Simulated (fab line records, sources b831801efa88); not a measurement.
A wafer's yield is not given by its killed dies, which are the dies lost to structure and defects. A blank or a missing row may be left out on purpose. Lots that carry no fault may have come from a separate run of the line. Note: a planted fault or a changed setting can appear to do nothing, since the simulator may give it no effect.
2 desks, one fault + flow sky130 + numbers are kept per desk, each desk with only its own; the story behind them comes last

== FOR THE TOOL OWNER'S DESK: pecvd-04 ==
The tool's own readings at SKY_CAPM_CVD_00 (deposits SiO2, target thk 15.5 nm): means of the sampled wafers that have a number, for each lot that ran on this tool. Marked OUT: a lot whose mean sits more than 4 standard deviations from the usual mean, which makes it out of limits; the brackets give that distance.
Columns: A = heaterPowerW at SKY_CAPM_CVD_00, usual 718 W
| lot  | first seen here | A   |
|------|-----------------|-----|
| L196 | day 37 17:46    | 630 |
| L201 | day 39 05:55    | 580 |
| L202 | day 39 13:13    | 716 |
| L207 | day 41 01:49    | 627 |
| L209 | day 41 14:31    | 696 |
Finding of this desk: none of the 5 lots has anything out of limits.

== AT THE METROLOGY DESK ==
Lot by lot, what the gauges showed, no matter which tool ran the lot: averages of those sampled wafers that carry a number. Marked OUT: a lot whose mean sits more than 4 standard deviations from the usual mean, which makes it out of limits; the brackets give that distance.
Columns: A = CAPM_CVD_00_THK at SKY_CAPM_THK_MEAS_01, usual 15.58 nm
| lot  | first seen here | A              |
|------|-----------------|----------------|
| L196 | day 37 17:48    | 15.53          |
| L198 | day 38 11:46    | 15.50          |
| L200 | day 38 20:55    | 15.64          |
| L201 | day 39 05:58    | 15.69          |
| L202 | day 39 13:14    | 15.65          |
| L206 | day 40 20:37    | 15.52          |
| L207 | day 41 01:52    | 9.35 (-28) OUT |
| L209 | day 41 14:32    | 9.28 (-29) OUT |
| L211 | day 42 02:05    | 15.49          |
| L212 | day 42 08:51    | 15.65          |
| L214 | day 42 22:16    | 15.65          |
Finding of this desk: L207, L209 out of limits, first seen on L207 at day 41 01:52 (CAPM_CVD_00_THK at SKY_CAPM_THK_MEAS_01). L196, L198, L200, L201, L202, L206, L211, L212, L214 stayed within limits.

== ALL TOGETHER ==
L207, L209 would have let the metrology desk raise an alarm at day 41 01:52.
The tool owner's desk saw nothing out of limits.
Tool owner's desk: L207, L209 on record, inside its limits.
SKY_CAPM_CVD_00 was run on pecvd-04 by each of the lots named.

== WHAT WAS PUT IN BY THE SIMULATOR ==
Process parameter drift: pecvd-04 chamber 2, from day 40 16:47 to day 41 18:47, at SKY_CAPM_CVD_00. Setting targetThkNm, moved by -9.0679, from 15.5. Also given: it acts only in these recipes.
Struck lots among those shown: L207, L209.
Delay in hours, fault start to first out-of-limits reading, per desk: metrology desk 9.
